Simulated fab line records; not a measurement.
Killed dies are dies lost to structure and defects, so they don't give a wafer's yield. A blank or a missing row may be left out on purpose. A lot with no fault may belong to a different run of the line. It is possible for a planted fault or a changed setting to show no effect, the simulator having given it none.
fab line records ; flow sky130
[record] lots = 5; wafers = 15; lastDay = 50
route steps=708 shown SONOS_TUNNEL@160 SONOS_ONO@168 GATE_OXIDE@187 PAD_OPEN@708
lots that met no fault: from a run of the same line without faults
startH: hours from the record's opening day to when the first of the lot's shown wafers began ; waitH: time in hours since the lot's previous step ; " same as the row above ; L1.1+2: one row covering several wafers at once ; - no value, or no start given ; * or withheld: withheld ; < > ~ a bound
route shown NAME@n: a module of which the file shows steps, and the number in the route of the first ; usual: average and standard deviation across the fault-free wafers ; same: alike in all rows ; chamber/n: place in a boat ; sites: the reading at each site ; _std_site: their standard deviation ; _edge_site: inner sites' mean taken away from outer sites' mean ; radiusMm: for every site, how far away it sits from the centre of the wafer ; mask NAME#n: copy n ; behind: the last tool/chamber to shape the wafer ; hold: why the lot went on hold/how many hours it stayed there/how the hold came to an end ; device: the n, p or np transistor that did not switch ; end of line: tests of these same wafers at the route's end ; a step with no rows: only its recipe ; killed: the dies lost at the first sort to structure and to defects; this is not the yield of the wafer ; map: a wafer's dies, marking killed ones x, the rest . and places with no die _
set.NAME: the setting as run; set.NAME@STEP: as run at that earlier step ; model.NAME: the simulator's own value behind a step, which no gauge read
certain route steps with their lots: each step a table, each wafer a row
services: from which hour (startH, from the record's first day; less than 0 if before it) a tool's chamber was out of use, for how many hours, and why
[[steps]]
[step SKY_SONOS_TUNNEL_DEVELOP_06]
[recipe] resist = NOVOLAK; developer = TMAH; developTimeS = 60; devTempC = 23
[step SKY_SONOS_TUNNEL_IMPLANT_09]
[recipe] species = B; energyKev = 20; doseCm2 = 1e+12; tiltDeg = withheld
[step SKY_SONOS_TUNNEL_WET_ETCH_10]
[recipe] chemistry = dHF; targetDepthNm = 14; target = SiO2; dilution = 100:1; tempC = 25; timeS = 280
[step SKY_SONOS_TUNNEL_STRIP_11]
[recipe] chemistry = SPM; timeS = 600; tempC = 130
[step SKY_SONOS_TUNNEL_CLEAN_13]
[recipe] chemistry = dHF; timeS = 20; dilution = 100:1; dry = ipaMarangoni
[step SKY_SONOS_ONO_OXIDATION_00]
[recipe] tempC = 800; ambient = O2; idleTempC = 700; rampUpCPerMin = 10; rampDownCPerMin = 3; stabiliseS = 600; purgeS = 300; targetThkA = 26; oxTimeS = 1249
[step SKY_SONOS_ONO_CVD_02]
[recipe] material = Si3N4; precursor = DCS/NH3; targetThkNm = 10.5; tempC = 770; timeS = 180; pressureMtorr = 250
[step SKY_SONOS_ONO_CVD_04]
[recipe] material = SiO2; precursor = SiH4/N2O; targetThkNm = 5.7199; tempC = 900; pressureMtorr = 400
[usual] spikeTcLowerC = 900.8/2.1; zonePowerBottomPct = 26.5/0.86
lot.wafer;tool;chamber;startH;waitH;spikeTcLowerC;zonePowerBottomPct;model.SiO2_of_SONOS_ONO_CVD_04.thkNm
L898.3;lpcvd-03;0;295.72;0.0;898.8;26.8;8.57
L898.5;lpcvd-03;0;295.72;0.0;898.6;27.1;8.513
L898.6;lpcvd-03;0;295.72;0.0;898.5;27.2;8.574
L899.3;lpcvd-03;0;295.72;0.0;900.0;27.3;8.476
L899.4;lpcvd-03;0;295.72;0.0;900.1;27.1;8.461
L899.5;lpcvd-03;0;295.72;0.0;900.3;27.0;8.394
L900.2;lpcvd-03;1;305.64;0.0;903.4;25.6;8.425
L900.3;lpcvd-03;1;305.64;0.0;903.5;25.5;8.536
L900.5;lpcvd-03;1;305.64;0.0;901.5;25.5;8.415
L905.4;lpcvd-03;0;397.54;0.0;899.6;27.0;5.533
L905.5;lpcvd-03;0;397.54;0.0;898.0;27.1;5.547
L905.6;lpcvd-03;0;397.54;0.0;900.6;26.6;5.574
L912.1;lpcvd-03;0;413.26;0.1;900.6;27.3;5.907
L912.3;lpcvd-03;0;413.26;0.1;900.5;27.1;5.897
L912.5;lpcvd-03;0;413.26;0.1;900.7;27.0;5.852
[step SKY_SONOS_ONO_THK_MEAS_05]
[recipe] reads = SiO2_of_SONOS_ONO_CVD_04
[usual] SONOS_ONO_CVD_04_THK = 5.69/0.12
lot.wafer;tool;chamber;startH;waitH;SONOS_ONO_CVD_04_THK[nm]
L898.3;filmMetro-04;-;297.62;0.0;8.61
L898.5;filmMetro-04;-;297.62;0.0;8.44
L898.6;filmMetro-04;-;297.62;0.0;8.62
L899.3;filmMetro-02;-;297.62;0.0;8.53
L899.4;filmMetro-02;-;297.62;0.0;8.45
L899.5;filmMetro-02;-;297.62;0.0;8.37
L900.2;filmMetro-02;-;306.90;0.0;8.41
L900.3;filmMetro-02;-;306.90;0.0;8.57
L900.5;filmMetro-02;-;306.90;0.0;8.42
L905.4;filmMetro-02;-;398.82;0.0;5.47
L905.5;filmMetro-02;-;398.82;0.0;5.52
L905.6;filmMetro-02;-;398.82;0.0;5.60
L912.1;filmMetro-03;-;414.51;0.0;5.90
L912.3;filmMetro-03;-;414.51;0.0;5.90
L912.5;filmMetro-03;-;414.51;0.0;5.79
[step SKY_SONOS_ONO_DEHYDRATE_06]
[recipe] tempC = 200; timeS = 60
[step SKY_SONOS_ONO_HMDS_07]
[recipe] primeTimeS = 60; primeTempC = 120
[step SKY_SONOS_ONO_COAT_08]
[recipe] resist = NOVOLAK; spinRpm = 3000; resistThkNm = 1140
[step SKY_SONOS_ONO_SOFTBAKE_09]
[recipe] tempC = 90; timeS = 60; resist = NOVOLAK
[step SKY_SONOS_ONO_EXPOSE_10]
[recipe] maskId = ONOM; targetCdNm = 410; na = 0.6; sourceShape = conventional; sigmaOuter = 0.6; doseMj = 150
[step SKY_SONOS_ONO_PEB_11]
[recipe] tempC = withheld; timeS = *; resist = NOVOLAK
[step SKY_SONOS_ONO_DEVELOP_12]
[recipe] developTimeS = 60; devTempC = 23
[step SKY_SONOS_ONO_ETCH_15]
[recipe] targetDepthNm = 19.52; chemistry = CHF3/O2; sourceW = 600; biasW = 200; pressureMtorr = 40; chf3FlowSccm = 50; O2_flow_sccm = 5; timeS = 7.8
[step SKY_SONOS_ONO_WET_ETCH_16]
[recipe] chemistry = dHF; targetDepthNm = 14; dry = n2Spin; target = SiO2; dilution = 100:1; tempC = 25; timeS = 280
[step SKY_SONOS_ONO_STRIP_17]
[recipe] chemistry = O2/N2; powerW = 1400; pressureMtorr = 1500; platenTempC = withheld; o2FlowSccm = 3000; n2FlowSccm = 300; overashFraction = 0.5
[step SKY_SONOS_ONO_WET_ETCH_18]
[recipe] chemistry = H3PO4; targetDepthNm = 15; target = Si3N4; tempC = 160; timeS = 172
[step SKY_GATE_OXIDE_CLEAN_00]
[recipe] chemistry = SC1/SC2; mix = 1:4:20; tempC = 70; timeS = 150; dry = n2Spin
[step SKY_GATE_OXIDE_OXIDATION_01]
[recipe] tempC = 900; ambient = O2; stabiliseS = 600; purgeS = 300; targetThkA = 102.68; oxTimeS = 1473
[step SKY_GATE_OXIDE_DEHYDRATE_03]
[recipe] tempC = 200; timeS = 60
[step SKY_GATE_OXIDE_HMDS_04]
[recipe] primeTimeS = 60; primeTempC = 120
[step SKY_GATE_OXIDE_COAT_05]
[recipe] resist = NOVOLAK; spinRpm = 3000; resistThkNm = 1140
[step SKY_GATE_OXIDE_SOFTBAKE_06]
[recipe] tempC = 90; timeS = 60; resist = NOVOLAK
[step SKY_GATE_OXIDE_EXPOSE_07]
[recipe] maskId = LVOM; na = 0.6; sourceShape = conventional; sigmaOuter = 0.6; polarization = unpolarized; targetCdNm = 600; doseMj = 170
[step SKY_GATE_OXIDE_PEB_08]
[recipe] tempC = withheld; timeS = *; resist = NOVOLAK
[step SKY_GATE_OXIDE_DEVELOP_09]
[recipe] resist = NOVOLAK; developer = TMAH; developTimeS = 60; devTempC = 23
[step SKY_GATE_OXIDE_IMPLANT_11]
[recipe] species = B; energyKev = 10; doseCm2 = 2.6e+12; tiltDeg = withheld
[step SKY_GATE_OXIDE_WET_ETCH_12]
[recipe] chemistry = dHF; targetDepthNm = 16.8; dry = n2Spin; target = SiO2; dilution = 100:1; tempC = 25; timeS = 336
[step SKY_GATE_OXIDE_STRIP_13]
[recipe] chemistry = O2/N2; powerW = 1400; pressureMtorr = 1500; platenTempC = withheld; o2FlowSccm = 3000; n2FlowSccm = 300; overashFraction = 0.5
[step SKY_GATE_OXIDE_CLEAN_15]
[recipe] chemistry = SC1/SC2; mix = 1:4:20; tempC = 70; timeS = 150; dry = n2Spin
lot.wafer;tool;chamber;startH;waitH;model.SiO2_of_SONOS_ONO_CVD_04.thkNm
L898.3;wetBench-04;0;352.64;0.0;7.068
L898.5;wetBench-04;0;352.64;0.0;7.01
L898.6;wetBench-04;0;352.64;0.0;7.078
L899.3;wetBench-03;2;353.40;0.0;6.96
L899.4;wetBench-03;2;353.40;0.0;6.937
L899.5;wetBench-03;2;353.40;0.0;6.876
L900.2;wetBench-03;3;363.20;0.0;6.93
L900.3;wetBench-03;3;363.20;0.0;7.038
L900.5;wetBench-03;3;363.20;0.0;6.922
L905.4;wetBench-03;3;461.03;0.0;4.025
L905.5;wetBench-03;3;461.03;0.0;4.037
L905.6;wetBench-03;3;461.03;0.0;4.065
L912.1;wetBench-04;1;480.19;0.1;4.383
L912.3;wetBench-04;1;480.19;0.1;4.372
L912.5;wetBench-04;1;480.19;0.1;4.328
[step SKY_PAD_OPEN_PROBE_99]
[usual] killed_at_M0_to_M3 = 43/7.3; killed_at_M4_up = 3.4/1.7; killedAtContacts = 24/4.5; killedAtFrontEnd = 16/4.4; killedAtOther = 0.2/0.51; killedDies = 86/9.7; killedOpen = 46/6.6; killedShort = 39/7.1
[same] grossDies = 492; killedAtBackSide = 0
lot.wafer;tool;chamber;startH;waitH;killed_at_M0_to_M3;killed_at_M4_up;killedAtContacts;killedAtFrontEnd;killedAtOther;killedDies;killedOpen;killedShort
L905.4;prober-01;-;1180.61;0.2;37;1;26;25;1;90;41;49
L905.5;prober-01;-;1180.66;0.2;50;0;23;16;0;89;52;37
L905.6;prober-01;-;1180.71;0.2;57;1;25;18;0;101;54;47
L912.1;prober-01;-;1190.90;0.1;49;7;19;19;0;94;49;45
L912.3;prober-01;-;1191.00;0.2;60;3;30;18;1;112;52;59
L912.5;prober-01;-;1191.10;0.2;53;5;18;19;0;95;46;48
// killed by level:class
L905.4 LI_CONTACT:geometricParticle:open=10 VIA1:geometricParticle:open=10 FIELD_ISO:geometricParticle:short=9 LOCAL_INTERCONNECT:geometricParticle:short=6 VIA1:geometricParticle:short=6 FIELD_ISO:geometricParticle:open=5 VIA2:geometricParticle:open=5 CONTACT:geometricParticle:short=4
L905.5 VIA1:geometricParticle:open=19 VIA2:geometricParticle:open=8 LI_CONTACT:geometricParticle:open=7 CONTACT:geometricParticle:open=7 METAL1:geometricParticle:short=7 VIA3:geometricParticle:short=5 POLY_GATE:geometricParticle:short=4 LI_CONTACT:geometricParticle:short=4
L905.6 CONTACT:geometricParticle:open=11 METAL1:geometricParticle:short=10 VIA1:geometricParticle:open=10 VIA3:geometricParticle:open=7 METAL2:geometricParticle:short=6 VIA2:geometricParticle:short=6 FIELD_ISO:geometricParticle:short=5 FIELD_ISO:geometricParticle:open=5
L912.1 VIA2:geometricParticle:open=11 VIA1:geometricParticle:open=9 METAL2:geometricParticle:short=6 LI_CONTACT:geometricParticle:open=6 CONTACT:geometricParticle:open=6 FIELD_ISO:geometricParticle:short=4 POLY_GATE:geometricParticle:short=4 VIA1:geometricParticle:short=4
L912.3 VIA1:geometricParticle:open=16 CONTACT:geometricParticle:short=11 CONTACT:geometricParticle:open=11 METAL2:geometricParticle:short=9 VIA1:geometricParticle:short=9 VIA2:geometricParticle:open=6 POLY_CUT:geometricParticle:short=5 LI_CONTACT:geometricParticle:open=5
L912.5 VIA2:geometricParticle:open=13 LI_CONTACT:geometricParticle:open=8 POLY_GATE:geometricParticle:short=7 VIA1:geometricParticle:short=6 METAL2:geometricParticle:short=6 VIA2:geometricParticle:short=6 VIA3:geometricParticle:open=6 CONTACT:geometricParticle:open=5
[[services]]
tool;chamber;startH;hours;kind
lpcvd-03;-;422.90;2.8;pm
lpcvd-03;-;450.98;5.9;repair
[[key]]
[firstSign] step = SKY_SONOS_ONO_THK_MEAS_05; reading = SONOS_ONO_CVD_04_THK; direction = up; sigmas = 23; usual = 5.69; struck = 8.49
effect none on later readings
[modelEffect] step = SKY_SONOS_ONO_CVD_04; value = SiO2_of_SONOS_ONO_CVD_04.thkNm; without = 5.713; struck = 8.485
[modelEffect] step = SKY_GATE_OXIDE_CLEAN_15; value = SiO2_of_SONOS_ONO_CVD_04.thkNm; without = 4.208; struck = 6.98
metAt SKY_SONOS_ONO_CVD_04
struckWafers L898.3,L898.5,L898.6,L899.3,L899.4,L899.5,L900.2,L900.3,L900.5
testerLeftOut L898,L899,L900
[fault] kind = processParameterDrift; tool = lpcvd-03; chamber = -; onsetH = 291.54; steps = SKY_SONOS_ONO_CVD_04; channel = targetThkNm; offset = 2.7723; shape = step; endH = 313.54; stated = 5.7199
// testerLeftOut: of these lots the tester's yield and bins aren't shown, on N5 and GAA mostly nor the transistor test; their killed dies are dies lost to structure and defects alone, not to doping, threshold or leakage, so they don't give the yield
